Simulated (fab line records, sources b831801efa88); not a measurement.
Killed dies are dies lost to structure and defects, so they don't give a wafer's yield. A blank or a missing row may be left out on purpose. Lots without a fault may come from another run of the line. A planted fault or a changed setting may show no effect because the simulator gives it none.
A struck lot beside a sound one | flow gf180mcu | 27 steps out of a route of 602
Sound: wafers L252.3, L252.4, L252.5. Struck: wafers L265.3, L265.5, L265.6. The cause comes at the end.
At each step with rows: each side's tool, then ch and its chambers, then its first start. Under that, the readings that differ: sound wafers | struck wafers | difference of the means | sigmas: that difference in standard deviations of wafers without a fault.
alike: readings whose means differ by less than 2 such deviations, and words and numbers that are the same on both sides. not compared: withheld readings, readings that some wafer has no value for, bounds like >300 that may hide the same value, and numbers for which the record gives no deviation and whose values overlap.
The two part at a step that has a row with sigmas, a row that says differs or no value, or rows on one side only. Numbers that don't overlap but have no deviation are shown without sigmas and don't part them. A reading that every wafer of one side lacks parts them only if that side has two wafers or more.

GF_NWELL_STRIP_10: strips in O2/N2.
  sound on plasma_asher-04 ch 0,1, day 4 05:42; struck on plasma_asher-01 ch 0,1, day 7 02:35
  alike: drypump_motor_current_A, heater_power_w, oes_product_au, strip_time_to_endpoint_s
  not compared: rf_hours_counter_h
GF_NWELL_TW_MEAS_11:
  sound on film_metro-04, day 4 05:47; struck on film_metro-02, day 7 02:40
  reading  | sound          | struck         | difference | sigmas
  NWELL_TW | 1591 1598 1598 | 1572 1570 1572 | -24        | -3
then, 7 steps without rows for these wafers: GF_LVPWELL_DEHYDRATE_00 (time 60 s); GF_LVPWELL_HMDS_01 (prime time 60 s); GF_LVPWELL_COAT_02 (resist thk 3000 nm); GF_LVPWELL_SOFTBAKE_03; GF_LVPWELL_EXPOSE_04 (exposes mask LVPWELL, target cd 600 nm); GF_LVPWELL_PEB_05; GF_LVPWELL_DEVELOP_06 (develop time 60 s).
GF_LVPWELL_OVL_MEAS_07:
  sound on overlay-02, day 4 19:43; struck on overlay-01, day 7 18:05
  alike: LVPWELL_OVL
then, 2 steps without rows for these wafers: GF_LVPWELL_IMPLANT_08; GF_LVPWELL_IMPLANT_09.
GF_LVPWELL_STRIP_10: strips in O2/N2.
  sound on plasma_asher-04 ch 0,1, day 4 20:05; struck on plasma_asher-04 ch 0,1, day 7 18:27
  reading                                   | sound             | struck            | difference                    | sigmas
  oes_product_au (a.u.)                     | 0.727 0.716 0.724 | 0.944 0.945 0.942 | +0.221                        | +43
  strip_time_to_endpoint_s (s)              | 37.02 37.06 36.98 | - - -             | no value on the struck wafers |
  model.coat_of_LVPWELL_COAT_02.thk_nm (nm) | 0 0 0             | 1353 1346 1349    | +1349                         |
  alike: drypump_motor_current_A, heater_power_w
  not compared: rf_hours_counter_h
GF_LVPWELL_TW_MEAS_11:
  sound on film_metro-04, day 4 20:10; struck on film_metro-04, day 7 18:32
  alike: LVPWELL_TW
then, 7 steps without rows for these wafers: GF_MVSD_DEHYDRATE_00 (time 60 s); GF_MVSD_HMDS_01 (prime time 60 s); GF_MVSD_COAT_02 (resist thk 3000 nm); GF_MVSD_SOFTBAKE_03; GF_MVSD_EXPOSE_04 (exposes mask MVSD, target cd 1000 nm); GF_MVSD_PEB_05; GF_MVSD_DEVELOP_06 (develop time 60 s).
GF_MVSD_OVL_MEAS_07:
  sound on overlay-01, day 5 10:19; struck on overlay-01, day 8 10:40
  alike: MVSD_OVL
then, 2 steps without rows for these wafers: GF_MVSD_IMPLANT_08; GF_MVSD_IMPLANT_09.
GF_MVSD_STRIP_10: strips in O2/N2.
  sound on plasma_asher-02 ch 0,1, day 5 10:40; struck on plasma_asher-03 ch 0,1, day 8 11:01
  reading                      | sound             | struck            | difference | sigmas
  strip_time_to_endpoint_s (s) | 36.78 36.86 36.97 | 57.10 56.93 57.05 | +20.16     | +99 or more
  alike: drypump_motor_current_A, heater_power_w, oes_product_au
  not compared: rf_hours_counter_h
GF_MVSD_TW_MEAS_11:
  sound on film_metro-04, day 5 10:45; struck on film_metro-04, day 8 11:06
  reading | sound          | struck   | difference | sigmas
  MVSD_TW | 1597 1598 1586 | 30 30 30 | -1564      | -99 or more
then, 1 step without rows for these wafers: GF_MVPSD_DEHYDRATE_00 (time 60 s).

WHERE THEY PART
First at GF_NWELL_TW_MEAS_11; last, within this record, at GF_MVSD_TW_MEAS_11.

WHY: what the simulator had put in
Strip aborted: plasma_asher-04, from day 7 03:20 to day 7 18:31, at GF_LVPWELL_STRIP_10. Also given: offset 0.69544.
